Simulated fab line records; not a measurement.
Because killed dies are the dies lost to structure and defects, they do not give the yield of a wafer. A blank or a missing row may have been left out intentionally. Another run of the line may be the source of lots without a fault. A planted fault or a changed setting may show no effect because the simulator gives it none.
Which tool was responsible? + flow sky130 + 13 lots with 39 wafers sampled at 4 steps, on a route of 708 steps

## WHAT THE GAUGES SHOWED, per wafer
SKY_CONTACT_THK_MEAS_01.
| lot  | measured     | on            | CONTACT_CVD_00_THK (nm) |
|------|--------------|---------------|-------------------------|
| L809 | day 30 11:16 | film metro-03 | 74.3 75.9 75.2          |
| L811 | day 31 10:28 | film metro-04 | 74.0 73.6 74.9          |
| L812 | day 32 01:44 | film metro-04 | 74.7 75.1 75.2          |
| L814 | day 32 13:00 | film metro-02 | 73.0 73.2 75.1          |
| L815 | day 32 18:34 | film metro-04 | 74.9 76.4 76.5          |
| L817 | day 33 05:34 | film metro-04 | 74.8 76.1 75.7          |
| L818 | day 33 18:37 | film metro-04 | 73.1 75.4 74.4          |
| L819 | day 34 04:50 | film metro-04 | 75.3 75.9 76.5          |
| L821 | day 34 16:17 | film metro-03 | 73.9 75.4 75.3          |
| L823 | day 35 08:29 | film metro-03 | 76.1 76.5 75.4          |
| L829 | day 36 20:41 | film metro-02 | 74.3 75.5 75.7          |
| L830 | day 37 15:53 | film metro-03 | 75.6 76.8 76.4          |
| L831 | day 37 21:19 | film metro-02 | 75.3 77.0 77.6          |

## WHICH TOOL RAN EACH LOT (tool, then ch and the chambers of the sampled wafers, then the start)
| lot  | SKY_LDD_HVP_EXPOSE_04               | SKY_LI_CONTACT_SPUTTER_20    | SKY_LOCAL_INTERCONNECT_SPUTTER_00 |
|------|-------------------------------------|------------------------------|-----------------------------------|
| L809 | iline stepper-01 ch 0, day 20 21:44 | pvd sputter-03, day 29 05:13 | pvd sputter-02, day 29 05:52      |
| L811 | iline stepper-01 ch 0, day 22 02:38 | pvd sputter-01, day 30 04:58 | pvd sputter-04, day 30 05:38      |
| L812 | iline stepper-01 ch 0, day 22 17:27 | pvd sputter-03, day 30 20:56 | pvd sputter-02, day 30 21:36      |
| L814 | iline stepper-02 ch 0, day 23 07:03 | pvd sputter-03, day 31 07:37 | pvd sputter-04, day 31 08:19      |
| L815 | iline stepper-02 ch 0, day 23 14:52 | pvd sputter-01, day 31 14:20 | pvd sputter-04, day 31 15:00      |
| L817 | iline stepper-01 ch 0, day 24 02:17 | pvd sputter-01, day 32 02:01 | pvd sputter-02, day 32 02:41      |
| L818 | iline stepper-02 ch 0, day 24 17:10 | pvd sputter-03, day 32 15:08 | pvd sputter-03, day 32 15:48      |
| L819 | iline stepper-02 ch 0, day 25 01:12 | pvd sputter-01, day 33 00:01 | pvd sputter-02, day 33 00:41      |
| L821 | iline stepper-02 ch 0, day 25 15:56 | pvd sputter-01, day 33 12:07 | pvd sputter-03, day 33 12:46      |
| L823 | iline stepper-01 ch 0, day 26 07:52 | pvd sputter-03, day 34 03:31 | pvd sputter-02, day 34 04:11      |
| L829 | iline stepper-01 ch 0, day 28 02:31 | pvd sputter-01, day 35 16:34 | pvd sputter-02, day 35 17:14      |
| L830 | iline stepper-01 ch 0, day 28 23:31 | pvd sputter-01, day 36 11:55 | pvd sputter-04, day 36 12:35      |
| L831 | iline stepper-01 ch 0, day 29 05:31 | pvd sputter-03, day 36 17:41 | pvd sputter-02, day 36 18:21      |
- SKY_LDD_HVP_EXPOSE_04: exposes mask HVPTM, target cd 700 nm.
- SKY_LI_CONTACT_SPUTTER_20: material TiN, target thk 20 nm, time 80 s.
- SKY_LOCAL_INTERCONNECT_SPUTTER_00: material TiN, target thk 100 nm, time 83.3 s.

## WHAT THE TOOLS THEMSELVES READ (means of the sampled wafers that have a number; where no wafer has one, the mark that the record gives instead)
SKY_LDD_HVP_EXPOSE_04.
| lot  | tool             | exposure dose mJ cm2 | stage vel mm s (mm/s) |
|------|------------------|----------------------|-----------------------|
| L809 | iline stepper-01 | 86.06                | 500.10                |
| L811 | iline stepper-01 | 86.01                | 499.77                |
| L812 | iline stepper-01 | 85.98                | 500.37                |
| L814 | iline stepper-02 | 86.06                | 500.20                |
| L815 | iline stepper-02 | 86.04                | 500.00                |
| L817 | iline stepper-01 | 85.90                | 499.89                |
| L818 | iline stepper-02 | 86.06                | 499.62                |
| L819 | iline stepper-02 | 86.01                | 499.96                |
| L821 | iline stepper-02 | 86.09                | 499.87                |
| L823 | iline stepper-01 | 85.99                | 499.85                |
| L829 | iline stepper-01 | 85.93                | 500.20                |
| L830 | iline stepper-01 | 85.97                | 499.91                |
| L831 | iline stepper-01 | 85.92                | 499.77                |

SKY_LI_CONTACT_SPUTTER_20.
| lot  | tool           | throttle valve pct (%) |
|------|----------------|------------------------|
| L809 | pvd sputter-03 | 30.4                   |
| L811 | pvd sputter-01 | 29.1                   |
| L812 | pvd sputter-03 | 29.8                   |
| L814 | pvd sputter-03 | 30.3                   |
| L815 | pvd sputter-01 | 31.0                   |
| L817 | pvd sputter-01 | 29.7                   |
| L818 | pvd sputter-03 | 29.7                   |
| L819 | pvd sputter-01 | 30.3                   |
| L821 | pvd sputter-01 | 28.6                   |
| L823 | pvd sputter-03 | 30.2                   |
| L829 | pvd sputter-01 | 29.6                   |
| L830 | pvd sputter-01 | 31.0                   |
| L831 | pvd sputter-03 | 29.8                   |

SKY_LOCAL_INTERCONNECT_SPUTTER_00.
| lot  | tool           | throttle valve pct (%) |
|------|----------------|------------------------|
| L809 | pvd sputter-02 | 30.4                   |
| L811 | pvd sputter-04 | 30.1                   |
| L812 | pvd sputter-02 | 30.2                   |
| L814 | pvd sputter-04 | 30.1                   |
| L815 | pvd sputter-04 | 30.2                   |
| L817 | pvd sputter-02 | 30.2                   |
| L818 | pvd sputter-03 | 29.9                   |
| L819 | pvd sputter-02 | 30.7                   |
| L821 | pvd sputter-03 | 29.9                   |
| L823 | pvd sputter-02 | 30.8                   |
| L829 | pvd sputter-02 | 30.5                   |
| L830 | pvd sputter-04 | 29.7                   |
| L831 | pvd sputter-02 | 30.7                   |

## THE ANSWER, worked out from the rows above alone
Rule: the usual values come from the lots themselves. Put in order of their means at a reading, lots are off if they are a third of the lots or fewer, leave a main group of 4 or more, and stand apart from it by a gap of 3 or more times the standard deviation of the main group's means; of several such gaps the widest counts. A main group whose means are all the same, to the digits that the tables above print for the reading, isn't used. A lot without any number at a reading at which 4 lots or more have one is off too. All remaining lots with rows at the step are treated as sound. Order of review: gauges by route order, followed by the tools' own readings, for which a lot's mean as printed above is used. The first step at which some lot is off is used, and at that step the reading that is off furthest; a lot without a number counts as furthest.
Nothing can be told from this: no lot is off at any reading shown.

## WHAT THE SIMULATOR PUT IN
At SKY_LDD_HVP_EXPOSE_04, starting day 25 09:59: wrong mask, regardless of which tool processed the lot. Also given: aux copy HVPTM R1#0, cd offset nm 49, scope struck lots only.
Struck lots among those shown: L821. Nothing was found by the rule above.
